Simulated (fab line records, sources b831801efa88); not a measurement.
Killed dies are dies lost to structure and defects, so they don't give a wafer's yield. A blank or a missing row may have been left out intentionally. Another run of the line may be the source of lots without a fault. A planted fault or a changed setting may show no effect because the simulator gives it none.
Comparing a struck lot with a sound one | flow sky130 | 15 steps out of a route of 708
Sound: these wafers, L729.1, L729.2, L729.3. Struck: wafer L721.1 (left out: L721.3, L721.5 of the same lot, which were not struck); the cause appears at the end.
Order at every step that has rows: each side's tool, ch and its chambers, its first start. Under that, the readings that differ: sound wafers | struck wafers | difference of the means | sigmas: that difference in standard deviations of wafers without a fault.
alike: a reading whose means differ by less than 2 such deviations, as well as words and numbers matching on both sides. not compared: withheld readings; readings where some wafer has no value; bounds like >300 that might hide an equal value; numbers whose values overlap and for which the record gives no deviation.
A row with sigmas, a row that says differs or no value, or rows on one side alone: a step with any of these is where the two part. When numbers do not overlap yet have no deviation, they are printed without sigmas and do not part them. A reading that every wafer of one side lacks parts them only if that side has two wafers or more.

SKY_CONTACT_OVL_MEAS_15:
  sound on overlay-01 at day 38 00:38; struck on overlay-01 at day 34 12:41
  alike: CONTACT_OVL
SKY_CONTACT_ETCH_16: etches BARC in N2/H2, stops on SiO2, time 45.9 s, target depth 60 nm.
  sound on rie diel-02 ch 0,1,3, day 38 00:41; struck on rie diel-03 ch 0, day 34 12:44
  alike: drypump motor current A, oes product au, throttle valve pct
  not compared: rf hours counter h
SKY_CONTACT_ETCH_17: etches SiO2 in C4F8/O2/Ar, stops on Si3N4, target depth 340 nm.
  sound on rie diel-02 ch 0,1,3, day 38 00:43; struck on rie diel-03 ch 0, day 34 12:46
  alike: oes product au
then, 1 step without rows for these wafers: SKY_CONTACT_ETCH_18 (etches Si3N4 in CHF3/O2, stops on TiN, time 39 s, target depth 75 nm).
SKY_CONTACT_STRIP_19: strips in O2/N2.
  sound on plasma asher-02 ch 0,1, day 38 00:49; struck on plasma asher-03 ch 1, day 34 12:52
  reading               | sound             | struck | difference | sigmas
  oes product au (a.u.) | 0.367 0.377 0.386 | 0.390  | +0.013     | +3
  alike: drypump motor current A, strip time to endpoint s
  not compared: rf hours counter h
then, 4 steps without rows for these wafers: SKY_CONTACT_STRIP_20 (strips in post etch residue remover, time 1200 s); SKY_CONTACT_CLEAN_21 (cleans in IPA, time 180 s); SKY_CONTACT_CLEAN_22 (cleans in O3/DIW); SKY_CONTACT_SPUTTER_23 (material TiN, target thk 20 nm, time 80 s).
SKY_CONTACT_CVD_24: deposits W, target thk 340 nm, time 102.12 s.
  sound on cvd w-01 ch 0,1, day 38 01:28; struck on cvd w-01 ch 1, day 34 13:31
  alike: heater power w, susceptor temp C
SKY_CONTACT_RS_MEAS_25: measures by four-point-probe.
  sound on film metro-01 at day 38 01:34; struck on film metro-04 at day 34 13:38
  alike: CONTACT_W_RS
SKY_CONTACT_THK_MEAS_26: measures by xrf.
  sound on film metro-01 at day 38 01:41; struck on film metro-04 at day 34 13:45
  alike: CONTACT_W_THK
SKY_CONTACT_CMP_27: polishes, stops on SiO2, t overpolish 15 s, target thk 0 nm.
  sound on cmp-01 ch 0,1,3, day 38 01:45; struck on cmp-02 ch 2, day 34 13:52
  reading                | sound                | struck | difference | sigmas
  overpolish run s (s)   | 14.997 15.006 15.017 | 0.031  | -14.976    | -99 or more
  time to endpoint s (s) | 87.3 83.9 82.6       | 125.1  | +40.5      | +14
  alike: motor current A, slurry flow ml min
SKY_METAL1_SPUTTER_00: material Ti, target thk 15 nm, time 10 s.
  the record has rows for the sound wafers here (pvd sputter-03, day 38 02:03) and none for the struck ones
-- the record jumps here: 14 days lie between the struck wafers' starts before and after (it left off in module METAL1 and takes up again in module PAD_OPEN, whose first step shown is number 708 of the route) --
SKY_PAD_OPEN_PROBE_99:
  sound on prober-02 at day 50 11:31; struck on prober-02 at day 48 02:35
  reading            | sound      | struck | difference | sigmas
  killed at contacts | 27 30 37   | 436    | +405       | +75
  killed dies        | 82 107 107 | 492    | +393       | +39
  killed on rim      | 14 16 23   | 96     | +78        | +20
  killed open        | 58 56 64   | 38     | -21        | -3
  alike: killed_at_M0_to_M3, killed_at_M4_up, killed at front end, killed at other, killed short

== WHERE THEY PART ==
At SKY_CONTACT_STRIP_19 first; at SKY_PAD_OPEN_PROBE_99 last (within this record only).

WHY: what had been put in by the simulator
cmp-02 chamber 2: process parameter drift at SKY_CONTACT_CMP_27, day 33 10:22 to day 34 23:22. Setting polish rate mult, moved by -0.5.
